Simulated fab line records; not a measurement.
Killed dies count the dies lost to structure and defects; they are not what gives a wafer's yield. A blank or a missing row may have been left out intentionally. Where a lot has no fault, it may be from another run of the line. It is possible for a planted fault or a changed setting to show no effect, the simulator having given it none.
fab line records	flow gf180mcu
record lots=24	wafers=72	lastDay=34
route steps=602 shown STI@3 MVPSD@85 VT_IMPLANT@132 HV_LDD@195 SAB@264
lots with no fault: from the same line, run without faults
startH: the number of hours between the record's first day and the start of the first shown wafer of the lot	waitH: time in hours since the lot's previous step	" repeats the value in the row above	L1.1+2: several wafers, shown together as one row	- no value, or no start was given	* or withheld: withheld	< > ~ a bound
route shown NAME@n: names a module that has steps shown in the file, with the first one's number in the route	usual: mean/standard deviation taken from wafers without a fault	same: alike in all rows	chamber/n: place in a boat	sites: each site's reading	_std_site: how widely they spread, as a standard deviation	_edge_site: mean of outer sites minus mean of inner sites	radiusMm: for every site, how far away it sits from the centre of the wafer	mask NAME#n: copy n	behind: the tool/chamber that last shaped the wafer	hold: cause of the lot's hold/its duration in hours/its outcome	device: the transistor (n, p or np) that didn't switch	end of line: tests of these same wafers at the route's end	a step with no rows: only its recipe	killed: at the first sort, the dies lost to defects and structure; wafer yield is something else	map: dies across one wafer; x = killed, . = not, _ = none there
set.NAME: setting as actually run; set.NAME@STEP: the setting as run at that earlier step	model.NAME: the simulator's own value behind a step, which no gauge read
one table for each step of the route and one row for each wafer, over a sample of lots
services: from which hour (startH, from the record's first day; less than 0 if before it) a tool's chamber was out of use, for how many hours, and why
## steps
# step GF_STI_THK_MEAS_02
# recipe reads=SiO2_of_STI_OXIDATION_01
# usual STI_OXIDATION_THK=10.08/0.15
lot.wafer	tool	chamber	startH	waitH	STI_OXIDATION_THK[nm]
L074.4	filmMetro-03	-	12.22	0.0	10.35
L074.5	"	-	"	"	10.22
L074.6	"	-	"	"	10.34
L075.1	filmMetro-04	-	17.09	0.0	10.19
L075.2	"	-	"	"	10.45
L075.6	"	-	"	"	10.29
L076.1	filmMetro-03	-	21.51	0.0	10.14
L076.3	"	-	"	"	10.07
L076.4	"	-	"	"	9.91
L077.2	filmMetro-03	-	26.52	0.0	10.18
L077.3	"	-	"	"	10.31
L077.5	"	-	"	"	10.16
L078.1	filmMetro-03	-	31.93	0.0	9.99
L078.2	"	-	"	"	10.09
L078.4	"	-	"	"	10.10
L079.1	filmMetro-03	-	36.96	0.0	10.01
L079.3	"	-	"	"	10.18
L079.4	"	-	"	"	10.13
L080.3	filmMetro-04	-	41.53	0.0	10.06
L080.5	"	-	"	"	10.25
L080.6	"	-	"	"	10.13
L081.2	filmMetro-01	-	46.52	0.0	10.11
L081.5	"	-	"	"	10.08
L081.6	"	-	"	"	9.98
L082.2	filmMetro-03	-	51.52	0.0	10.12
L082.4	"	-	"	"	10.17
L082.5	"	-	"	"	10.28
L083.1	filmMetro-04	-	56.51	0.0	10.03
L083.2	"	-	"	"	10.01
L083.6	"	-	"	"	10.05
L084.1	filmMetro-01	-	62.78	0.0	10.11
L084.3	"	-	"	"	10.13
L084.6	"	-	"	"	10.09
L085.1	filmMetro-03	-	70.94	0.0	9.84
L085.3	"	-	"	"	9.98
L085.6	"	-	"	"	10.06
L086.3	filmMetro-01	-	74.88	0.0	10.00
L086.5	"	-	"	"	10.20
L086.6	"	-	"	"	9.98
L087.1	filmMetro-04	-	81.58	0.0	10.09
L087.4	"	-	"	"	10.12
L087.6	"	-	"	"	10.06
L088.1	filmMetro-03	-	81.58	0.0	10.10
L088.3	"	-	"	"	10.12
L088.6	"	-	"	"	10.32
L089.1	filmMetro-04	-	88.29	0.0	9.81
L089.3	"	-	"	"	9.85
L089.4	"	-	"	"	9.78
L090.1	filmMetro-01	-	92.31	0.0	9.93
L090.4	"	-	"	"	9.95
L090.5	"	-	"	"	9.96
L091.2	filmMetro-01	-	100.33	0.0	9.89
L091.3	"	-	"	"	9.89
L091.6	"	-	"	"	9.93
L092.1	filmMetro-04	-	104.39	0.0	9.98
L092.2	"	-	"	"	10.12
L092.3	"	-	"	"	9.98
L093.1	filmMetro-01	-	111.00	0.0	10.13
L093.3	"	-	"	"	9.91
L093.6	"	-	"	"	10.00
L094.1	filmMetro-03	-	116.74	0.0	10.17
L094.4	"	-	"	"	9.87
L094.5	"	-	"	"	10.06
L095.1	filmMetro-04	-	116.74	0.0	10.01
L095.3	"	-	"	"	10.03
L095.4	"	-	"	"	10.10
L096.2	filmMetro-01	-	122.29	0.0	10.13
L096.4	"	-	"	"	10.12
L096.5	"	-	"	"	10.25
L097.1	filmMetro-01	-	126.51	0.0	9.85
L097.2	"	-	"	"	9.86
L097.6	"	-	"	"	10.03
# step GF_MVPSD_OVL_MEAS_07
# usual MVPSD_OVL=-0.4/1.2
lot.wafer	tool	chamber	startH	waitH	MVPSD_OVL[nm]
L074.4	overlay-01	-	97.13	-	-0.7
L074.5	"	-	"	"	-1.8
L074.6	"	-	"	"	0.1
L075.1	overlay-01	-	99.21	-	-1.5
L075.2	"	-	"	"	-1.4
L075.6	"	-	"	"	-2.3
L076.1	overlay-02	-	107.56	-	0.0
L076.3	"	-	"	"	0.3
L076.4	"	-	"	"	1.8
L077.2	overlay-02	-	111.71	-	-1.0
L077.3	"	-	"	"	0.9
L077.5	"	-	"	"	0.8
L078.1	overlay-01	-	114.91	-	-2.6
L078.2	"	-	"	"	-0.3
L078.4	"	-	"	"	-3.4
L079.1	overlay-02	-	124.36	-	0.0
L079.3	"	-	"	"	0.1
L079.4	"	-	"	"	0.0
L080.3	overlay-01	-	132.42	-	-0.1
L080.5	"	-	"	"	-0.2
L080.6	"	-	"	"	0.4
L081.2	overlay-01	-	143.26	-	-2.1
L081.5	"	-	"	"	-2.8
L081.6	"	-	"	"	-0.1
L082.2	overlay-02	-	151.21	-	1.2
L082.4	"	-	"	"	0.6
L082.5	"	-	"	"	0.3
L083.1	overlay-02	-	151.56	-	1.1
L083.2	"	-	"	"	0.6
L083.6	"	-	"	"	0.3
L084.1	overlay-02	-	162.96	-	0.9
L084.3	"	-	"	"	-0.8
L084.6	"	-	"	"	-1.0
L085.1	overlay-02	-	169.61	-	0.1
L085.3	"	-	"	"	-2.7
L085.6	"	-	"	"	0.0
L086.3	overlay-02	-	174.87	-	-0.6
L086.5	"	-	"	"	-0.2
L086.6	"	-	"	"	-1.5
L088.1	overlay-02	-	185.06	-	-1.8
L088.3	"	-	"	"	-0.3
L088.6	"	-	"	"	-1.0
L087.1	overlay-02	-	185.41	-	0.5
L087.4	"	-	"	"	0.4
L087.6	"	-	"	"	0.5
L090.1	overlay-02	-	195.11	-	-1.8
L090.4	"	-	"	"	-2.5
L090.5	"	-	"	"	-0.2
L089.1	overlay-01	-	196.56	-	-1.8
L089.3	"	-	"	"	-0.7
L089.4	"	-	"	"	-1.1
L091.2	overlay-01	-	201.36	-	-1.6
L091.3	"	-	"	"	-0.8
L091.6	"	-	"	"	-2.2
L092.1	overlay-01	-	206.30	-	1.2
L092.2	"	-	"	"	0.7
L092.3	"	-	"	"	1.0
L093.1	overlay-02	-	213.95	-	-0.7
L093.3	"	-	"	"	0.2
L093.6	"	-	"	"	-0.7
L094.1	overlay-02	-	220.16	-	-0.7
L094.4	"	-	"	"	-2.4
L094.5	"	-	"	"	-1.0
L095.1	overlay-02	-	221.96	-	1.6
L095.3	"	-	"	"	-2.2
L095.4	"	-	"	"	0.1
L096.2	overlay-01	-	228.91	-	-0.7
L096.4	"	-	"	"	-1.5
L096.5	"	-	"	"	-1.7
L097.1	overlay-02	-	235.35	-	-0.2
L097.2	"	-	"	"	0.8
L097.6	"	-	"	"	-1.5
# step GF_VT_IMPLANT_STRIP_42
# recipe chemistry=O2/N2	powerW=1400	pressureMtorr=1500	platenTempC=250	o2FlowSccm=3000	n2FlowSccm=300	overashFraction=0.5
# usual drypumpMotorCurrentA=5.4/0.49	heaterPowerW=332/21	oesProductAu=0.716/0.0048	stripTimeToEndpointS=12.66/0.044
# same overashFraction=0.5
lot.wafer	tool	chamber	startH	waitH	drypumpMotorCurrentA	heaterPowerW	oesProductAu	rfHoursCounterH	stripTimeToEndpointS
L074.4	plasmaAsher-03	0	156.03	0.1	4.7	318	0.713	-	12.62
L074.5	"	1	"	"	5.2	320	0.714	-	12.63
L074.6	"	0	"	"	4.7	314	0.714	-	12.59
L075.1	plasmaAsher-01	1	158.09	0.1	6.1	352	0.718	35	12.68
L075.2	"	0	"	"	5.6	345	0.712	35	12.66
L075.6	"	1	"	"	6.1	354	0.713	-	12.65
L076.1	plasmaAsher-03	0	167.54	0.1	4.7	317	0.719	5	12.73
L076.3	"	0	"	"	4.7	318	0.713	-	12.75
L076.4	"	1	"	"	5.2	312	0.723	-	12.73
L077.2	plasmaAsher-01	0	173.00	0.1	5.6	349	0.708	36	12.62
L077.3	"	0	"	"	5.6	352	0.705	-	12.62
L077.5	"	0	"	"	5.6	348	0.713	-	12.65
L078.1	plasmaAsher-01	1	176.50	0.1	6.1	346	0.720	37	12.61
L078.2	"	0	"	"	5.6	343	0.713	37	12.66
L078.4	"	0	"	"	5.6	347	0.713	-	12.61
L079.1	plasmaAsher-02	0	187.84	0.1	5.2	370	0.716	49	12.68
L079.3	"	0	"	"	5.2	367	0.712	-	12.67
L079.4	"	1	"	"	6.0	317	0.707	-	12.68
L080.3	plasmaAsher-02	1	197.08	0.1	6.0	320	0.719	-	12.69
L080.5	"	1	"	"	5.9	311	0.718	-	12.68
L080.6	"	0	"	"	5.2	369	0.715	-	12.68
L081.2	plasmaAsher-02	1	208.44	0.1	6.0	314	0.718	51	12.65
L081.5	"	0	"	"	5.3	370	0.726	-	12.66
L081.6	"	1	"	"	6.0	304	0.721	-	12.63
L082.2	plasmaAsher-01	0	218.09	0.1	5.6	340	0.722	41	12.68
L082.4	"	0	"	"	5.6	334	0.716	-	12.70
L082.5	"	1	"	"	6.1	351	0.711	-	12.68
L083.1	plasmaAsher-03	0	219.35	0.1	4.6	320	0.723	10	12.63
L083.2	"	1	"	"	5.2	324	0.715	10	12.64
L083.6	"	0	"	"	4.6	313	0.717	-	12.62
L084.1	plasmaAsher-03	0	231.84	0.1	4.6	308	0.714	11	12.56
L084.3	"	0	"	"	4.6	313	0.722	-	12.59
L084.6	"	1	"	"	5.2	308	0.712	-	12.58
L085.1	plasmaAsher-01	1	238.79	0.1	6.1	348	0.713	43	12.71
L085.3	"	0	"	"	5.6	350	0.716	-	12.72
L085.6	"	1	"	"	6.1	351	0.717	-	12.72
L086.3	plasmaAsher-02	0	245.02	0.1	5.2	359	0.708	-	12.64
L086.5	"	1	"	"	5.9	308	0.715	-	12.62
L086.6	"	0	"	"	5.3	355	0.713	-	12.62
L088.1	plasmaAsher-03	1	256.24	0.1	5.2	316	0.716	14	12.70
L088.3	"	0	"	"	4.6	322	0.711	-	12.69
L088.6	"	0	"	"	4.7	316	0.716	-	12.73
L087.1	plasmaAsher-03	1	257.34	0.1	5.2	310	0.721	14	12.66
L087.4	"	1	"	"	5.2	319	0.716	-	12.65
L087.6	"	0	"	"	4.6	317	0.715	-	12.61
L090.1	plasmaAsher-03	0	268.15	0.1	4.7	317	0.725	15	12.65
L090.4	"	1	"	"	5.2	306	0.709	-	12.65
L090.5	"	1	"	"	5.2	307	0.707	-	12.66
L089.1	plasmaAsher-03	1	269.54	0.1	5.2	315	0.717	15	12.63
L089.3	"	0	"	"	4.7	315	0.713	-	12.59
L089.4	"	1	"	"	5.2	315	0.721	-	12.62
L091.2	plasmaAsher-01	0	273.89	0.1	5.6	341	0.714	47	12.68
L091.3	"	0	"	"	5.6	346	0.721	-	12.68
L091.6	"	0	"	"	5.6	347	0.713	-	12.71
L092.1	plasmaAsher-02	1	280.19	0.1	5.9	318	0.710	57	12.64
L092.2	"	0	"	"	5.2	375	0.712	57	12.61
L092.3	"	1	"	"	6.0	309	0.721	-	12.63
L093.1	plasmaAsher-02	0	288.29	0.1	5.2	376	0.723	58	12.64
L093.3	"	1	"	"	6.0	312	0.725	-	12.64
L093.6	"	1	"	"	5.9	320	0.713	-	12.64
L094.1	plasmaAsher-01	1	295.55	0.1	6.1	352	0.714	49	12.67
L094.4	"	1	"	"	6.1	346	0.717	-	12.70
L094.5	"	1	"	"	6.1	349	0.711	-	12.68
L095.1	plasmaAsher-03	1	298.34	0.1	5.2	309	0.716	18	12.61
L095.3	"	1	"	"	5.2	304	0.719	-	12.63
L095.4	"	0	"	"	4.7	309	0.727	-	12.60
L096.2	plasmaAsher-01	0	305.64	0.1	5.6	344	0.718	50	12.70
L096.4	"	1	"	"	6.1	343	0.719	-	12.73
L096.5	"	1	"	"	6.1	348	0.714	-	12.76
L097.1	plasmaAsher-02	0	313.19	0.1	5.3	368	0.723	61	12.63
L097.2	"	1	"	"	5.9	308	0.717	61	12.66
L097.6	"	0	"	"	5.3	353	0.713	-	12.63
# step GF_HV_LDD_CD_MEAS_19
# recipe targetCdNm=400
# usual cdNm=400.7/1.8
lot.wafer	tool	chamber	startH	waitH	cdNm
L074.4	cdSem-01	-	239.57	0.1	403.3
L074.5	"	-	"	"	401.7
L074.6	"	-	"	"	402.2
L075.1	cdSem-02	-	239.81	0.1	401.1
L075.2	"	-	"	"	402.1
L075.6	"	-	"	"	400.5
L076.1	cdSem-01	-	245.66	0.1	400.7
L076.3	"	-	"	"	401.4
L076.4	"	-	"	"	398.1
L077.2	cdSem-02	-	250.13	0.1	401.4
L077.3	"	-	"	"	400.2
L077.5	"	-	"	"	401.1
L078.1	cdSem-02	-	256.36	0.1	399.3
L078.2	"	-	"	"	398.9
L078.4	"	-	"	"	400.1
L079.1	cdSem-01	-	270.21	0.1	399.4
L079.3	"	-	"	"	400.8
L079.4	"	-	"	"	400.1
L080.3	cdSem-02	-	278.24	0.1	401.6
L080.5	"	-	"	"	402.0
L080.6	"	-	"	"	401.2
L081.2	cdSem-01	-	289.72	0.1	402.1
L081.5	"	-	"	"	401.9
L081.6	"	-	"	"	400.9
L082.2	cdSem-02	-	302.28	0.1	400.3
L082.4	"	-	"	"	400.3
L082.5	"	-	"	"	401.6
L083.1	cdSem-02	-	303.96	0.1	402.0
L083.2	"	-	"	"	400.8
L083.6	"	-	"	"	401.3
L084.1	cdSem-02	-	315.30	0.1	399.0
L084.3	"	-	"	"	398.7
L084.6	"	-	"	"	401.0
L085.1	cdSem-02	-	327.70	0.1	401.5
L085.3	"	-	"	"	400.5
L085.6	"	-	"	"	400.6
L086.3	cdSem-01	-	333.54	0.1	397.9
L086.5	"	-	"	"	399.1
L086.6	"	-	"	"	398.9
L087.1	cdSem-02	-	344.70	0.1	401.0
L087.4	"	-	"	"	399.5
L087.6	"	-	"	"	399.8
L088.1	cdSem-02	-	347.75	0.1	399.9
L088.3	"	-	"	"	400.7
L088.6	"	-	"	"	402.6
L090.1	cdSem-01	-	357.15	0.1	399.5
L090.4	"	-	"	"	400.5
L090.5	"	-	"	"	400.9
L089.1	cdSem-01	-	361.70	0.1	399.4
L089.3	"	-	"	"	403.3
L089.4	"	-	"	"	401.5
L091.2	cdSem-01	-	364.97	0.1	398.4
L091.3	"	-	"	"	397.9
L091.6	"	-	"	"	400.6
L092.1	cdSem-02	-	377.10	0.1	397.4
L092.2	"	-	"	"	398.0
L092.3	"	-	"	"	398.2
L093.1	cdSem-01	-	384.50	0.1	401.2
L093.3	"	-	"	"	401.0
L093.6	"	-	"	"	402.7
L094.1	cdSem-02	-	388.35	0.1	398.1
L094.4	"	-	"	"	397.9
L094.5	"	-	"	"	398.8
L095.1	cdSem-02	-	392.15	0.1	401.4
L095.3	"	-	"	"	403.6
L095.4	"	-	"	"	400.6
L096.2	cdSem-01	-	404.56	0.2	395.8
L096.4	"	-	"	"	398.1
L096.5	"	-	"	"	397.1
L097.1	cdSem-02	-	412.50	0.1	402.8
L097.2	"	-	"	"	402.8
L097.6	"	-	"	"	403.9
# step GF_HV_LDD_OVL_MEAS_20
# usual HV_LDD_01_OVL=-0.6/1.3
lot.wafer	tool	chamber	startH	waitH	HV_LDD_01_OVL[nm]
L074.4	overlay-01	-	239.64	0.1	-1.5
L074.5	"	-	"	"	-2.2
L074.6	"	-	"	"	-1.4
L075.1	overlay-01	-	239.93	0.1	0.0
L075.2	"	-	"	"	-0.6
L075.6	"	-	"	"	-0.1
L076.1	overlay-02	-	245.78	0.1	-1.1
L076.3	"	-	"	"	-0.8
L076.4	"	-	"	"	-0.7
L077.2	overlay-01	-	250.23	0.1	0.2
L077.3	"	-	"	"	-0.8
L077.5	"	-	"	"	-0.7
L078.1	overlay-01	-	256.48	0.1	-0.1
L078.2	"	-	"	"	-0.3
L078.4	"	-	"	"	-0.9
L079.1	overlay-01	-	270.33	0.1	-0.3
L079.3	"	-	"	"	-0.2
L079.4	"	-	"	"	-1.5
L080.3	overlay-01	-	278.34	0.1	-1.5
L080.5	"	-	"	"	-4.1
L080.6	"	-	"	"	-2.6
L081.2	overlay-02	-	289.83	0.1	-1.3
L081.5	"	-	"	"	-0.7
L081.6	"	-	"	"	-0.6
L082.2	overlay-01	-	302.38	0.1	-1.2
L082.4	"	-	"	"	-1.2
L082.5	"	-	"	"	-2.1
L083.1	overlay-02	-	304.08	0.1	0.9
L083.2	"	-	"	"	-0.7
L083.6	"	-	"	"	0.5
L084.1	overlay-01	-	315.42	0.1	1.2
L084.3	"	-	"	"	1.0
L084.6	"	-	"	"	0.4
L085.1	overlay-01	-	327.82	0.1	1.3
L085.3	"	-	"	"	2.4
L085.6	"	-	"	"	0.9
L086.3	overlay-02	-	333.63	0.1	-0.4
L086.5	"	-	"	"	-1.1
L086.6	"	-	"	"	-0.7
L087.1	overlay-01	-	344.82	0.1	-0.9
L087.4	"	-	"	"	-0.3
L087.6	"	-	"	"	-1.0
L088.1	overlay-01	-	347.87	0.1	-1.5
L088.3	"	-	"	"	-1.1
L088.6	"	-	"	"	0.2
L090.1	overlay-02	-	357.27	0.1	0.7
L090.4	"	-	"	"	0.2
L090.5	"	-	"	"	-2.8
L089.1	overlay-02	-	361.82	0.1	-4.1
L089.3	"	-	"	"	-1.5
L089.4	"	-	"	"	-0.4
L091.2	overlay-01	-	365.08	0.1	-1.4
L091.3	"	-	"	"	-2.2
L091.6	"	-	"	"	-0.4
L092.1	overlay-02	-	377.22	0.1	-0.9
L092.2	"	-	"	"	-1.7
L092.3	"	-	"	"	2.4
L093.1	overlay-01	-	384.62	0.1	-1.0
L093.3	"	-	"	"	0.8
L093.6	"	-	"	"	2.5
L094.1	overlay-02	-	388.47	0.1	-3.4
L094.4	"	-	"	"	-0.9
L094.5	"	-	"	"	-3.0
L095.1	overlay-01	-	392.27	0.1	-0.5
L095.3	"	-	"	"	0.4
L095.4	"	-	"	"	-0.4
L096.2	overlay-01	-	404.67	0.1	0.1
L096.4	"	-	"	"	0.4
L096.5	"	-	"	"	-0.1
L097.1	overlay-02	-	412.62	0.1	0.9
L097.2	"	-	"	"	0.2
L097.6	"	-	"	"	0.6
# step GF_SAB_CVD_00
# recipe material=SiO2	targetThkNm=50	precursor=TEOS	tempC=400	timeS=4.9302	rfW=600
# usual heaterPowerW=636/65
lot.wafer	tool	chamber	startH	waitH	heaterPowerW
L074.4	pecvd-01	1	320.80	0.0	702
L074.5	"	2	"	"	709
L074.6	"	0	"	"	615
L075.1	pecvd-02	2	325.35	0.1	647
L075.2	"	0	"	"	669
L075.6	"	0	"	"	695
L076.1	pecvd-01	0	329.99	0.1	698
L076.3	"	2	"	"	682
L076.4	"	2	"	"	663
L077.2	pecvd-01	0	338.39	0.1	578
L077.3	"	1	"	"	729
L077.5	"	2	"	"	694
L078.1	pecvd-02	1	340.40	0.1	578
L078.2	"	2	"	"	667
L078.4	"	0	"	"	609
L079.1	pecvd-04	1	356.90	0.1	725
L079.3	"	0	"	"	486
L079.4	"	0	"	"	516
L080.3	pecvd-04	0	367.49	0.1	605
L080.5	"	2	"	"	543
L080.6	"	0	"	"	604
L081.2	pecvd-04	1	380.34	0.1	591
L081.5	"	1	"	"	593
L081.6	"	2	"	"	480
L082.2	pecvd-02	1	393.55	0.1	614
L082.4	"	1	"	"	612
L082.5	"	2	"	"	642
L083.1	pecvd-04	0	397.70	0.1	613
L083.2	"	1	"	"	718
L083.6	"	2	"	"	533
L084.1	pecvd-04	0	408.70	0.1	615
L084.3	"	2	"	"	460
L084.6	"	2	"	"	464
L085.1	pecvd-01	2	420.94	0.1	685
L085.3	"	0	"	"	694
L085.6	"	2	"	"	688
L086.3	pecvd-02	2	429.14	0.1	667
L086.5	"	2	"	"	681
L086.6	"	0	"	"	674
L087.1	pecvd-02	0	444.83	0.1	595
L087.4	"	1	"	"	633
L087.6	"	0	"	"	603
L088.1	pecvd-01	2	450.74	0.1	595
L088.3	"	0	"	"	622
L088.6	"	0	"	"	626
L090.1	pecvd-01	2	456.75	0.1	721
L090.4	"	1	"	"	709
L090.5	"	2	"	"	731
L091.2	pecvd-02	1	464.84	0.1	616
L091.3	"	0	"	"	629
L091.6	"	1	"	"	616
L089.1	pecvd-04	0	465.14	0.1	580
L089.3	"	2	"	"	532
L089.4	"	1	"	"	750
L092.1	pecvd-04	1	476.89	0.1	738
L092.2	"	0	"	"	630
L092.3	"	2	"	"	529
L093.1	pecvd-04	0	485.29	0.1	596
L093.3	"	1	"	"	709
L093.6	"	1	"	"	715
L094.1	pecvd-04	1	490.73	0.1	715
L094.4	"	0	"	"	600
L094.5	"	1	"	"	714
L095.1	pecvd-01	2	492.93	0.1	669
L095.3	"	0	"	"	657
L095.4	"	2	"	"	663
L096.2	pecvd-02	2	505.84	0.1	606
L096.4	"	1	"	"	570
L096.5	"	2	"	"	622
L097.1	pecvd-04	1	518.49	0.1	656
L097.2	"	0	"	"	601
L097.6	"	1	"	"	646
## services
tool	chamber	startH	hours	kind
pecvd-02	-	155.79	6.0	pm
plasmaAsher-03	-	164.94	0.5	repair
plasmaAsher-03	-	182.87	0.6	repair
plasmaAsher-03	-	224.04	1.9	repair
pecvd-01	-	263.22	0.7	repair
plasmaAsher-02	-	267.96	10.7	repair
pecvd-01	0	345.58	3.4	repair
plasmaAsher-03	-	352.92	1.4	repair
pecvd-02	-	353.10	4.8	repair
plasmaAsher-01	-	353.32	2.0	repair
plasmaAsher-02	-	365.73	10.5	repair
pecvd-01	-	368.77	0.4	repair
pecvd-01	-	369.12	14.0	pm
pecvd-01	0	369.12	14.0	ventCycle
pecvd-01	1	369.12	14.0	ventCycle
pecvd-01	2	369.12	14.0	ventCycle
pecvd-01	0	383.12	-	clean
pecvd-01	-	392.31	2.8	pm
plasmaAsher-02	-	402.68	2.5	repair
pecvd-04	0	436.04	4.2	repair
plasmaAsher-01	-	474.40	6.0	pm
pecvd-04	-	483.48	1.1	repair
pecvd-02	-	506.45	1.1	repair
pecvd-04	2	509.10	9.5	repair
## key
fault none
